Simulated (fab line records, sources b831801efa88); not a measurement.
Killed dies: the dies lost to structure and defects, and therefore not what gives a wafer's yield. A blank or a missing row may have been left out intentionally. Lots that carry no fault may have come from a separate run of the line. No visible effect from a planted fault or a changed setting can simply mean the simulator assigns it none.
fab line records    flow sky130
record: lots: 7  wafers: 16  last-day: 50
route steps=708 shown FIELD_ISO@1 PAD_OPEN@708
lots untouched by any fault: they come from a run of this same line in which no faults occurred
start-h: hours from the record's first day to the start of the lot's first wafer shown    wait-h: hours elapsed since this lot's preceding step    " identical to the entry in the row above    L1.1+2: a single row standing in for several wafers    - either no value or no given start    * or withheld: withheld    < > ~ a bound
route shown NAME@n: names a module that has steps shown in the file, with the first one's number in the route    usual: mean and standard deviation over wafers with no fault    same: alike in all rows    chamber/n: place in a boat    sites: the reading at each site    _std_site: standard deviation of those values    _edge_site: the outer-site mean with the inner-site mean subtracted    radius-mm: for every site, how far away it sits from the centre of the wafer    mask NAME#n: copy n    behind: the most recent tool/chamber to have shaped the wafer    hold: reason for holding the lot/hours on hold/outcome of the hold    device: the transistor (n, p or np) that didn't switch    end of line: the route-end tests of the same wafers    a step with no rows: only its recipe    killed: count of dies lost to structure and defects at first sort (not the wafer's yield)    map: a wafer's dies, x killed, . not, _ none there
set.NAME: the setting as run; set.NAME@STEP: as run at that earlier step    model.NAME: the simulator's own value behind a step, which no gauge read
a table for each step, a row for each wafer; lots at some steps of the route
services: the hour from which a tool's chamber was out of use, counted from the record's first day as start-h (under 0 if before that day), plus the number of hours and why
== steps ==
step: SKY_FIELD_ISO_BOW_MEAS_00
recipe: mode: bow
usual: INCOMING_BOW: 1/6.5
lot.wafer  tool           chamber  start-h  wait-h  INCOMING_BOW[um]
L754.2     film-metro-02  -        20.02    -       -8
L754.3     "              -        "        "       8
L754.5     "              -        "        "       13
L760.3     film-metro-02  -        50.04    -       -4
L762.3     film-metro-02  -        60.04    -       18
L763.1     film-metro-01  -        65.00    -       19
L763.6     "              -        "        "       10
L767.2     film-metro-04  -        85.02    -       7
L767.4     "              -        "        "       -1
L767.6     "              -        "        "       2
L768.1     film-metro-04  -        90.00    -       9
L768.2     "              -        "        "       -2
L768.5     "              -        "        "       -1
L774.1     film-metro-02  -        120.00   -       13
L774.2     "              -        "        "       -2
L774.4     "              -        "        "       13
step: SKY_FIELD_ISO_OXIDATION_01
recipe: temp-c: 900  ambient: O2  stabilise-s: 600  purge-s: 300  target-thk-a: 120  ox-time-s: 1843
step: SKY_FIELD_ISO_THK_MEAS_02
recipe: reads: SiO2_of_FIELD_ISO_OXIDATION_01
usual: FIELD_ISO_OXIDATION_00_THK: 11.90/0.23
lot.wafer  tool           chamber  start-h  wait-h  FIELD_ISO_OXIDATION_00_THK[nm]
L754.2     film-metro-04  -        22.83    0.0     11.55
L754.3     "              -        "        "       11.84
L754.5     "              -        "        "       11.63
L760.3     film-metro-04  -        52.13    0.0     11.77
L762.3     film-metro-02  -        64.14    0.0     11.64
L763.1     film-metro-02  -        68.56    0.0     11.93
L763.6     "              -        "        "       12.04
L767.2     film-metro-04  -        86.92    0.0     11.64
L767.4     "              -        "        "       12.01
L767.6     "              -        "        "       11.86
L768.1     film-metro-02  -        91.63    0.0     11.59
L768.2     "              -        "        "       11.62
L768.5     "              -        "        "       11.29
L774.1     film-metro-02  -        121.63   0.0     12.21
L774.2     "              -        "        "       11.81
L774.4     "              -        "        "       12.09
step: SKY_FIELD_ISO_CVD_03
recipe: material: Si3N4  precursor: DCS/NH3  target-thk-nm: 165  temp-c: 770  time-s: 2830  pressure-mtorr: 250
step: SKY_FIELD_ISO_THK_MEAS_04
recipe: reads: Si3N4_of_FIELD_ISO_CVD_03
usual: FIELD_ISO_CVD_03_THK: 164.7/1.8
lot.wafer  tool           chamber  start-h  wait-h  FIELD_ISO_CVD_03_THK[nm]
L754.2     film-metro-01  -        27.72    0.0     165.8
L754.3     "              -        "        "       163.7
L754.5     "              -        "        "       165.0
L760.3     film-metro-02  -        56.25    0.0     164.8
L762.3     film-metro-01  -        67.95    0.0     161.5
L763.1     film-metro-01  -        70.76    0.0     163.3
L763.6     "              -        "        "       164.4
L767.2     film-metro-02  -        88.89    0.0     166.0
L767.4     "              -        "        "       168.0
L767.6     "              -        "        "       167.3
L768.1     film-metro-02  -        93.48    0.0     164.5
L768.2     "              -        "        "       165.5
L768.5     "              -        "        "       164.0
L774.1     film-metro-02  -        127.64   0.0     165.5
L774.2     "              -        "        "       165.3
L774.4     "              -        "        "       164.2
step: SKY_FIELD_ISO_DEHYDRATE_05
recipe: temp-c: 200  time-s: 60
step: SKY_FIELD_ISO_HMDS_06
recipe: prime-time-s: 60  prime-temp-c: 120
step: SKY_FIELD_ISO_COAT_07
recipe: resist: BARC  temp-c: withheld  time-s: withheld  spin-rpm: 3000  resist-thk-nm: 60
step: SKY_FIELD_ISO_COAT_08
recipe: resist: KrF-thick  spin-rpm: 3000  resist-thk-nm: 450
step: SKY_FIELD_ISO_SOFTBAKE_09
recipe: temp-c: 100  time-s: 90  resist: KrF-thick
step: SKY_FIELD_ISO_EXPOSE_10
recipe: mask-id: FOM  na: 0.68  source-shape: annular  sigma-inner: 0.4  sigma-outer: 0.8  target-cd-nm: 150  dose-mj: 28
usual: reticle-temp-C: 23.00/0.1
lot.wafer  tool            chamber  start-h  wait-h  mask   reticle-temp-C
L754.2     krf-scanner-02  0        34.99    -       FOM#0  23.00
L754.3     "               0        "        "       FOM#0  22.98
L754.5     "               0        "        "       FOM#0  23.00
L760.3     krf-scanner-02  0        64.16    -       FOM#0  22.92
L762.3     krf-scanner-02  0        76.04    -       FOM#0  22.84
L763.1     krf-scanner-02  0        78.95    -       FOM#0  22.92
L763.6     "               0        "        "       FOM#0  22.81
L767.2     krf-scanner-01  0        97.20    -       FOM#0  22.99
L767.4     "               0        "        "       FOM#0  23.00
L767.6     "               0        "        "       FOM#0  23.06
L768.1     krf-scanner-01  0        102.57   -       FOM#0  23.16
L768.2     "               0        "        "       FOM#0  23.19
L768.5     "               0        "        "       FOM#0  23.16
L774.1     krf-scanner-01  0        136.83   -       FOM#0  22.94
L774.2     "               0        "        "       FOM#0  22.92
L774.4     "               0        "        "       FOM#0  23.00
step: SKY_FIELD_ISO_PEB_11
recipe: peb-temp-c: withheld  peb-time-s: withheld  resist: KrF-thick
step: SKY_FIELD_ISO_DEVELOP_12
recipe: develop-time-s: 60  resist: KrF-thick  dev-temp-c: 21
step: SKY_FIELD_ISO_CD_MEAS_13
recipe: target-cd-nm: 150
usual: cd-nm: 150.0/1.4
lot.wafer  tool       chamber  start-h  wait-h  hold                      cd-nm
L754.2     cd-sem-02  -        42.47    -       -                         151.0
L754.3     "          -        "        "       -                         150.2
L754.5     "          -        "        "       -                         151.7
L760.3     cd-sem-02  -        71.62    -       await-dispo/0.2h/release  86.4
L760.3     cd-sem-02  -        71.90    0.3     -                         86.5
L762.3     cd-sem-01  -        84.49    -       await-dispo/0.2h/release  86.0
L762.3     cd-sem-01  -        84.78    0.3     -                         86.0
L763.1     cd-sem-02  -        87.17    -       await-dispo/0.2h/release  86.2
L763.6     "          -        "        "       await-dispo/0.2h/release  150.3
L763.1     cd-sem-02  -        87.46    0.3     -                         86.5
L763.6     "          -        "        "       -                         150.4
L767.2     cd-sem-02  -        106.20   -       -                         147.9
L767.4     "          -        "        "       -                         148.3
L767.6     "          -        "        "       -                         148.7
L768.1     cd-sem-01  -        111.18   -       -                         149.0
L768.2     "          -        "        "       -                         149.1
L768.5     "          -        "        "       -                         149.1
L774.1     cd-sem-01  -        146.23   -       -                         151.7
L774.2     "          -        "        "       -                         154.0
L774.4     "          -        "        "       -                         150.4
step: SKY_FIELD_ISO_ETCH_14
recipe: chemistry: N2/H2  target: BARC  ion-energy-ev: 200  source-w: 500  bias-w: 100  pressure-mtorr: 30  n2-flow-sccm: 100  h2-flow-sccm: 200  stop-on: SiO2  time-s: 45.9  target-depth-a: 600
usual: drypump-motor-current-A: 5.7/0.4  h2-flow-sccm: 200.1/0.63  oes-product-au: 0.855/0.0046  throttle-valve-pct: 13.226/0.0095
lot.wafer  tool         chamber  start-h  wait-h  hold                      drypump-motor-current-A  h2-flow-sccm  oes-product-au  rf-hours-counter-h  throttle-valve-pct  model.FIELD_ISO.cd-nm
L754.2     rie-diel-03  0        42.57    0.1     -                         5.7                      199.9         0.852           104                 13.228              152.6
L754.3     "            2        "        "       -                         6.0                      200.2         0.857           177                 13.228              151.9
L754.5     "            1        "        "       -                         6.3                      200.2         0.860           -                   13.240              152.9
L760.3     rie-diel-03  2        78.30    6.4     await-dispo/6.3h/release  6.1                      199.4         0.862           0                   13.216              86.51
L763.1     rie-diel-03  2        89.24    1.8     await-dispo/1.7h/release  6.1                      200.5         0.853           0                   13.239              86.79
L763.6     "            0        "        "       await-dispo/1.7h/release  5.7                      200.1         0.852           -                   13.213              151.1
L762.3     rie-diel-02  1        92.30    7.5     await-dispo/7.4h/release  5.3                      199.8         0.854           78                  13.227              84.75
L767.2     rie-diel-02  2        106.30   0.1     -                         5.8                      200.0         0.858           105                 13.235              148.2
L767.4     "            3        "        "       -                         5.2                      200.2         0.853           16                  13.224              149.1
L767.6     "            1        "        "       -                         5.3                      200.6         0.849           -                   13.212              147.6
L768.1     rie-diel-04  1        111.30   0.1     -                         5.3                      199.3         0.849           121                 13.235              150.7
L768.2     "            3        "        "       -                         5.5                      198.9         0.850           74                  13.206              150.4
L768.5     "            0        "        "       -                         5.5                      200.2         0.855           -                   13.221              149.6
L774.1     rie-diel-03  1        146.35   0.1     -                         6.3                      199.9         0.861           93                  13.211              152.6
L774.2     "            0        "        "       -                         5.7                      200.0         0.859           106                 13.243              154.5
L774.4     "            2        "        "       -                         6.0                      200.3         0.860           2                   13.224              150.6
step: SKY_FIELD_ISO_ETCH_15
recipe: chemistry: CHF3/O2  target-depth-nm: 180  stop-on: Si  source-w: 600  bias-w: 200  pressure-mtorr: 40  chf3-flow-sccm: 50  O2_flow_sccm: 5  time-s: 72
usual: chf3-flow-sccm: 49.98/0.15  drypump-motor-current-A: 5.7/0.39  oes-product-au: 0.945/0.0078  throttle-valve-pct: 8.844/0.0092
lot.wafer  tool         chamber  start-h  wait-h  chf3-flow-sccm  drypump-motor-current-A  oes-product-au  rf-hours-counter-h  throttle-valve-pct
L754.2     rie-diel-03  0        42.61    0.0     49.81           5.7                      0.945           104                 8.839
L754.3     "            2        "        "       50.02           6.0                      0.939           177                 8.852
L754.5     "            1        "        "       49.90           6.3                      0.952           -                   8.848
L760.3     rie-diel-03  2        78.35    0.0     49.91           6.1                      0.942           0                   8.845
L763.1     rie-diel-03  2        89.28    0.0     50.13           6.0                      0.944           1                   8.841
L763.6     "            0        "        "       50.25           5.7                      0.937           -                   8.855
L762.3     rie-diel-02  1        92.34    0.0     50.17           5.3                      0.951           78                  8.824
L767.2     rie-diel-02  2        106.34   0.0     50.14           5.7                      0.948           105                 8.830
L767.4     "            3        "        "       50.18           5.2                      0.960           16                  8.850
L767.6     "            1        "        "       50.06           5.3                      0.951           -                   8.848
L768.1     rie-diel-04  1        111.34   0.0     49.88           5.3                      0.939           122                 8.847
L768.2     "            3        "        "       49.80           5.5                      0.950           74                  8.835
L768.5     "            0        "        "       49.94           5.5                      0.935           -                   8.844
L774.1     rie-diel-03  1        146.39   0.0     50.35           6.3                      0.946           93                  8.840
L774.2     "            0        "        "       50.14           5.7                      0.955           106                 8.838
L774.4     "            2        "        "       50.23           6.0                      0.946           2                   8.841
step: SKY_FIELD_ISO_STRIP_16
recipe: chemistry: O2/N2  power-w: 1400  pressure-mtorr: 1500  platen-temp-c: withheld  o2-flow-sccm: 3000  n2-flow-sccm: 300  overash-fraction: 0.5
usual: drypump-motor-current-A: 5.77/0.24  oes-product-au: 0.377/0.0049  strip-time-to-endpoint-s: 3.54/0.045
lot.wafer  tool             chamber  start-h  wait-h  drypump-motor-current-A  oes-product-au  rf-hours-counter-h  strip-time-to-endpoint-s
L754.2     plasma-asher-02  0        42.67    0.0     5.65                     0.377           37                  3.52
L754.3     "                0        "        "       5.66                     0.379           -                   3.49
L754.5     "                1        "        "       5.67                     0.367           -                   3.46
L760.3     plasma-asher-02  1        78.59    0.2     5.67                     0.371           -                   3.59
L763.1     plasma-asher-03  1        89.33    0.0     5.77                     0.375           36                  3.57
L763.6     "                1        "        "       5.76                     0.377           -                   3.57
L762.3     plasma-asher-01  0        92.43    0.1     5.99                     0.378           -                   3.57
L767.2     plasma-asher-03  0        106.39   0.0     6.13                     0.378           38                  3.55
L767.4     "                0        "        "       6.12                     0.379           -                   3.47
L767.6     "                1        "        "       5.77                     0.377           -                   3.54
L768.1     plasma-asher-03  1        111.39   0.0     5.78                     0.379           39                  3.50
L768.2     "                0        "        "       6.14                     0.370           39                  3.46
L768.5     "                1        "        "       5.78                     0.374           -                   3.51
L774.1     plasma-asher-03  0        146.44   0.0     6.14                     0.377           42                  3.51
L774.2     "                1        "        "       5.78                     0.376           42                  3.57
L774.4     "                1        "        "       5.77                     0.385           -                   3.60
step: SKY_FIELD_ISO_ETCH_17
recipe: target-depth-a: 3420  mask-material: Si3N4  chemistry: HBr/Cl2/O2  target: Si  taper-deg: 5  icp-w: 600  bias-w: 150  pressure-mtorr: 15  HBr_flow_sccm: 150  Cl2_flow_sccm: 40  O2_flow_sccm: 6  time-s: 97.7
usual: drypump-motor-current-A: 5.8/0.69  oes-product-au: 0.998/0.017  throttle-valve-pct: 25.657/0.014
lot.wafer  tool       chamber  start-h  wait-h  drypump-motor-current-A  oes-product-au  rf-hours-counter-h  throttle-valve-pct  model.FIELD_ISO.cd-nm
L754.2     rie-si-02  0        42.77    0.1     6.2                      0.984           2                   25.673              150
L754.3     "          2        "        "       4.9                      1.011           66                  25.653              151.6
L754.5     "          1        "        "       4.9                      0.987           -                   25.673              152
L760.3     rie-si-01  1        78.66    0.0     6.8                      1.031           8                   25.648              85.64
L763.1     rie-si-01  3        89.43    0.1     6.1                      1.018           40                  25.647              87.31
L763.6     "          1        "        "       6.8                      1.023           -                   25.637              149.6
L762.3     rie-si-02  1        92.50    0.0     4.9                      0.969           106                 25.677              85.22
L767.2     rie-si-02  0        106.49   0.1     6.2                      0.989           3                   25.657              149.2
L767.4     "          1        "        "       4.9                      0.993           107                 25.666              148.2
L767.6     "          0        "        "       6.2                      0.996           -                   25.660              146.6
L768.1     rie-si-02  2        111.49   0.1     4.8                      1.004           66                  25.636              150.1
L768.2     "          1        "        "       4.9                      0.977           107                 25.675              148.3
L768.5     "          3        "        "       6.3                      0.971           -                   25.688              149
L774.1     rie-si-01  3        146.54   0.1     6.1                      1.010           40                  25.653              151.1
L774.2     "          1        "        "       6.8                      1.009           9                   25.644              150.1
L774.4     "          2        "        "       5.6                      0.985           2                   25.671              149.9
step: SKY_FIELD_ISO_WET_ETCH_18
recipe: chemistry: H3PO4  target-depth-nm: 25  temp-c: 160  target: Si3N4  time-s: 286
step: SKY_PAD_OPEN_PROBE_99
usual: killed_at_M0_to_M3: 42/6.1  killed_at_M4_up: 3.3/1.7  killed-at-contacts: 25/5.4  killed-at-front-end: 16/4.6  killed-at-other: 0.4/0.55  killed-dies: 87/8.8  killed-on-rim: 18/3.6  killed-open: 47/7.1  killed-short: 40/5.8
same: gross-dies: 492  killed-at-back-side: 0
lot.wafer  tool       chamber  start-h  wait-h  hold                      killed_at_M0_to_M3  killed_at_M4_up  killed-at-contacts  killed-at-front-end  killed-at-other  killed-dies  killed-on-rim  killed-open  killed-short
L754.2     prober-01  -        1091.63  0.1     -                         50                  2                17                  22                   2                93           16             51           41
L754.3     prober-01  -        1091.68  0.2     -                         50                  3                18                  18                   1                90           17             50           39
L754.5     prober-01  -        1091.78  0.2     -                         51                  1                23                  18                   1                94           16             50           44
L760.3     prober-02  -        1122.53  0.2     -                         37                  4                36                  415                  0                492          96             54           40
L762.3     prober-02  -        1131.65  0.2     -                         32                  3                17                  440                  0                492          96             38           30
L763.1     prober-02  -        1138.55  0.1     await-dispo/2.1h/release  45                  4                35                  407                  1                492          96             58           45
L763.6     prober-02  -        1138.80  0.2     await-dispo/2.1h/release  50                  5                20                  17                   0                92           20             50           42
L767.2     prober-01  -        1152.99  0.1     -                         51                  4                28                  14                   0                97           17             50           47
L767.4     prober-01  -        1153.09  0.2     -                         43                  5                19                  15                   0                82           21             43           38
L767.6     prober-01  -        1153.19  0.2     -                         44                  4                17                  17                   0                82           20             42           38
L768.1     prober-01  -        1156.41  0.1     -                         41                  2                24                  11                   0                78           16             42           36
L768.2     prober-01  -        1156.46  0.1     -                         37                  6                34                  16                   0                93           19             53           40
L768.5     prober-01  -        1156.61  0.2     -                         44                  2                23                  18                   0                87           16             57           30
L774.1     prober-02  -        1189.95  0.1     -                         42                  2                22                  13                   1                80           21             39           41
L774.2     prober-02  -        1190.00  0.1     -                         47                  1                29                  18                   1                96           17             59           36
L774.4     prober-02  -        1190.10  0.2     -                         41                  2                18                  13                   0                74           19             39           35
killed by level:class
L754.2 VIA1:geometric-particle:open=10 FIELD_ISO:geometric-particle:open=8 VIA3:geometric-particle:open=8 VIA2:geometric-particle:open=8 FIELD_ISO:geometric-particle:short=6 LI_CONTACT:geometric-particle:open=6 METAL2:geometric-particle:short=6 METAL1:geometric-particle:short=5
L754.3 VIA1:geometric-particle:open=13 VIA1:geometric-particle:short=8 VIA2:geometric-particle:open=8 VIA3:geometric-particle:open=6 FIELD_ISO:geometric-particle:short=5 LI_CONTACT:geometric-particle:open=5 CONTACT:geometric-particle:short=5 FIELD_ISO:geometric-particle:open=4
L754.5 VIA1:geometric-particle:open=14 CONTACT:geometric-particle:open=8 VIA1:geometric-particle:short=8 LI_CONTACT:geometric-particle:open=7 VIA3:geometric-particle:open=7 METAL1:geometric-particle:short=7 METAL2:geometric-particle:short=6 FIELD_ISO:geometric-particle:short=4
L760.3 FIELD_ISO:area-expose=398 CONTACT:geometric-particle:open=13 LI_CONTACT:geometric-particle:open=11 FIELD_ISO:geometric-particle:open=8 VIA1:geometric-particle:open=8 METAL2:geometric-particle:short=7 LI_CONTACT:geometric-particle:short=5 METAL1:geometric-particle:short=5
L762.3 FIELD_ISO:area-expose=424 LI_CONTACT:geometric-particle:open=9 VIA1:geometric-particle:open=8 VIA3:geometric-particle:open=7 FIELD_ISO:geometric-particle:short=6 POLY_GATE:geometric-particle:short=5 CONTACT:geometric-particle:open=5 METAL1:geometric-particle:short=4
L763.1 FIELD_ISO:area-expose=388 VIA1:geometric-particle:open=13 CONTACT:geometric-particle:short=10 LI_CONTACT:geometric-particle:open=10 CONTACT:geometric-particle:open=9 VIA3:geometric-particle:open=6 FIELD_ISO:geometric-particle:open=5 POLY_GATE:geometric-particle:open=5
L763.6 VIA1:geometric-particle:open=10 CONTACT:geometric-particle:open=9 METAL1:geometric-particle:short=8 METAL2:geometric-particle:short=8 VIA2:geometric-particle:open=7 FIELD_ISO:geometric-particle:open=6 LI_CONTACT:geometric-particle:open=5 METAL4:geometric-particle:short=5
L767.2 CONTACT:geometric-particle:open=11 POLY_GATE:geometric-particle:short=8 LI_CONTACT:geometric-particle:open=8 METAL1:geometric-particle:short=8 METAL2:geometric-particle:short=8 VIA1:geometric-particle:open=8 VIA3:geometric-particle:open=7 VIA1:geometric-particle:short=6
L767.4 VIA1:geometric-particle:open=10 LI_CONTACT:geometric-particle:open=7 VIA3:geometric-particle:open=7 VIA2:geometric-particle:open=7 POLY_GATE:geometric-particle:short=5 CONTACT:geometric-particle:open=5 METAL1:geometric-particle:short=5 VIA1:geometric-particle:short=4
L767.6 VIA1:geometric-particle:open=9 VIA3:geometric-particle:open=6 METAL2:geometric-particle:short=5 VIA1:geometric-particle:short=5 LI_CONTACT:geometric-particle:open=4 POLY_GATE:geometric-particle:short=4 LOCAL_INTERCONNECT:geometric-particle:short=4 VIA2:geometric-particle:open=4
L768.1 CONTACT:geometric-particle:open=13 VIA1:geometric-particle:open=12 VIA1:geometric-particle:short=6 METAL2:geometric-particle:short=5 LI_CONTACT:geometric-particle:open=4 VIA2:geometric-particle:open=4 CONTACT:geometric-particle:short=4 METAL1:geometric-particle:short=4
L768.2 CONTACT:geometric-particle:open=12 LI_CONTACT:geometric-particle:open=9 CONTACT:geometric-particle:short=8 VIA1:geometric-particle:open=8 FIELD_ISO:geometric-particle:open=7 VIA1:geometric-particle:short=5 VIA3:geometric-particle:open=5 METAL4:geometric-particle:short=5
L768.5 VIA1:geometric-particle:open=11 CONTACT:geometric-particle:open=10 LI_CONTACT:geometric-particle:open=8 VIA3:geometric-particle:open=8 FIELD_ISO:geometric-particle:open=7 VIA2:geometric-particle:open=6 METAL2:geometric-particle:short=5 VIA1:geometric-particle:short=4
L774.1 CONTACT:geometric-particle:open=9 FIELD_ISO:geometric-particle:open=6 LI_CONTACT:geometric-particle:open=6 METAL1:geometric-particle:short=6 CONTACT:geometric-particle:short=5 METAL2:geometric-particle:short=5 VIA1:geometric-particle:short=5 VIA1:geometric-particle:open=5
L774.2 VIA2:geometric-particle:open=14 CONTACT:geometric-particle:open=10 FIELD_ISO:geometric-particle:open=9 LI_CONTACT:geometric-particle:open=8 VIA1:geometric-particle:open=7 METAL1:geometric-particle:short=7 CONTACT:geometric-particle:short=6 VIA3:geometric-particle:open=6
L774.4 VIA1:geometric-particle:open=9 METAL1:geometric-particle:short=7 CONTACT:geometric-particle:open=7 LOCAL_INTERCONNECT:geometric-particle:short=5 VIA2:geometric-particle:open=5 FIELD_ISO:geometric-particle:open=4 METAL2:geometric-particle:short=4 SPACER:geometric-particle:open=3
map L760.3 (x killed, . not)
__________xxxxxxxxxx_________
________xxxxxxxxxxxxxx_______
______xxxxxxxxxxxxxxxxxx_____
_____xxxxxxxxxxxxxxxxxxxx____
____xxxxxxxxxxxxxxxxxxxxxx___
___xxxxxxxxxxxxxxxxxxxxxxxx__
__xxxxxxxxxxxxxxxxxxxxxxxxxx_
_xxxxxxxxxxxxxxxxxxxxxxxxxxxx
_xxxxxxxxxxxxxxxxxxxxxxxxxxxx
_xxxxxxxxxxxxxxxxxxxxxxxxxxxx
_xxxxxxxxxxxxxxxxxxxxxxxxxxxx
_xxxxxxxxxxxxxxxxxxxxxxxxxxxx
_xxxxxxxxxxxxxxxxxxxxxxxxxxxx
_xxxxxxxxxxxxxxxxxxxxxxxxxxxx
_xxxxxxxxxxxxxxxxxxxxxxxxxxxx
__xxxxxxxxxxxxxxxxxxxxxxxxxx_
___xxxxxxxxxxxxxxxxxxxxxxxx__
____xxxxxxxxxxxxxxxxxxxxxx___
_____xxxxxxxxxxxxxxxxxxxx____
______xxxxxxxxxxxxxxxxxx_____
________xxxxxxxxxxxxxx_______
__________xxxxxxxxxx_________
map L762.3 (x killed, . not)
__________xxxxxxxxxx_________
________xxxxxxxxxxxxxx_______
______xxxxxxxxxxxxxxxxxx_____
_____xxxxxxxxxxxxxxxxxxxx____
____xxxxxxxxxxxxxxxxxxxxxx___
___xxxxxxxxxxxxxxxxxxxxxxxx__
__xxxxxxxxxxxxxxxxxxxxxxxxxx_
_xxxxxxxxxxxxxxxxxxxxxxxxxxxx
_xxxxxxxxxxxxxxxxxxxxxxxxxxxx
_xxxxxxxxxxxxxxxxxxxxxxxxxxxx
_xxxxxxxxxxxxxxxxxxxxxxxxxxxx
_xxxxxxxxxxxxxxxxxxxxxxxxxxxx
_xxxxxxxxxxxxxxxxxxxxxxxxxxxx
_xxxxxxxxxxxxxxxxxxxxxxxxxxxx
_xxxxxxxxxxxxxxxxxxxxxxxxxxxx
__xxxxxxxxxxxxxxxxxxxxxxxxxx_
___xxxxxxxxxxxxxxxxxxxxxxxx__
____xxxxxxxxxxxxxxxxxxxxxx___
_____xxxxxxxxxxxxxxxxxxxx____
______xxxxxxxxxxxxxxxxxx_____
________xxxxxxxxxxxxxx_______
__________xxxxxxxxxx_________
== services ==
tool             chamber  start-h  hours  kind
krf-scanner-01   -        19.81    0.8    pm
rie-si-02        3        23.48    3.5    repair
rie-diel-04      0        33.14    6.1    repair
rie-si-02        3        33.90    2.3    repair
plasma-asher-02  -        35.25    2.4    repair
krf-scanner-02   -        36.41    0.8    pm
krf-scanner-02   -        42.41    1.3    pm
rie-diel-02      -        48.65    0.7    repair
rie-diel-02      1        55.82    4.3    repair
rie-diel-02      3        67.12    10.3   repair
rie-si-02        3        78.82    1.3    repair
krf-scanner-02   -        79.58    0.6    repair
rie-diel-03      3        84.07    6.1    repair
krf-scanner-02   -        96.17    1.0    pm
krf-scanner-02   -        103.25   4.3    repair
rie-diel-03      3        103.47   8.8    repair
krf-scanner-01   -        106.10   4.2    repair
rie-diel-03      1        107.15   9.5    repair
plasma-asher-02  -        107.52   0.8    repair
rie-diel-02      2        108.70   4.8    repair
rie-diel-02      3        109.06   7.0    repair
rie-diel-04      0        126.19   1.9    repair
rie-si-02        0        130.95   7.3    repair
rie-diel-02      3        145.33   12.5   repair
== key ==
first-sign: step: SKY_FIELD_ISO_CD_MEAS_13  reading: visit  direction: added
effect: step: SKY_FIELD_ISO_CD_MEAS_13  reading: cd-nm  direction: down  sigmas: 45  usual: 150.0  struck: 86.2
effect: step: SKY_PAD_OPEN_PROBE_99  reading: killed-at-front-end  direction: up  sigmas: 87  usual: 16  struck: 421
model-effect: step: SKY_FIELD_ISO_ETCH_14  value: FIELD_ISO.cd-nm  without: 150.2  struck: 86.02
model-effect: step: SKY_FIELD_ISO_ETCH_17  value: FIELD_ISO.cd-nm  without: 150.2  struck: 86.06
more-kills-born-at: SKY_FIELD_ISO_EXPOSE_10@krf-scanner-02: 1210
met-at SKY_FIELD_ISO_EXPOSE_10
struck-wafers L760.3,L762.3,L763.1
later-rows-left-out L760.3,L762.3,L763.1
tester-left-out L760,L762,L763
onset-between 34.99 64.16
fault: kind: process-parameter-drift  tool: krf-scanner-02  chamber: -  onset-h: 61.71  steps: SKY_FIELD_ISO_EXPOSE_10  channel: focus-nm  offset: 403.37  shape: step  end-h: 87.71  scope: struck-wafers-only
tester-left-out: of these lots the tester's yield and bins aren't shown, on N5 and GAA mostly nor the transistor test; their killed dies are dies lost to structure and defects alone, not to doping, threshold or leakage, so they don't give the yield
later-rows-left-out: the simulator's readings of these wafers behind a module that went badly wrong aren't trusted and aren't shown, but for the sort
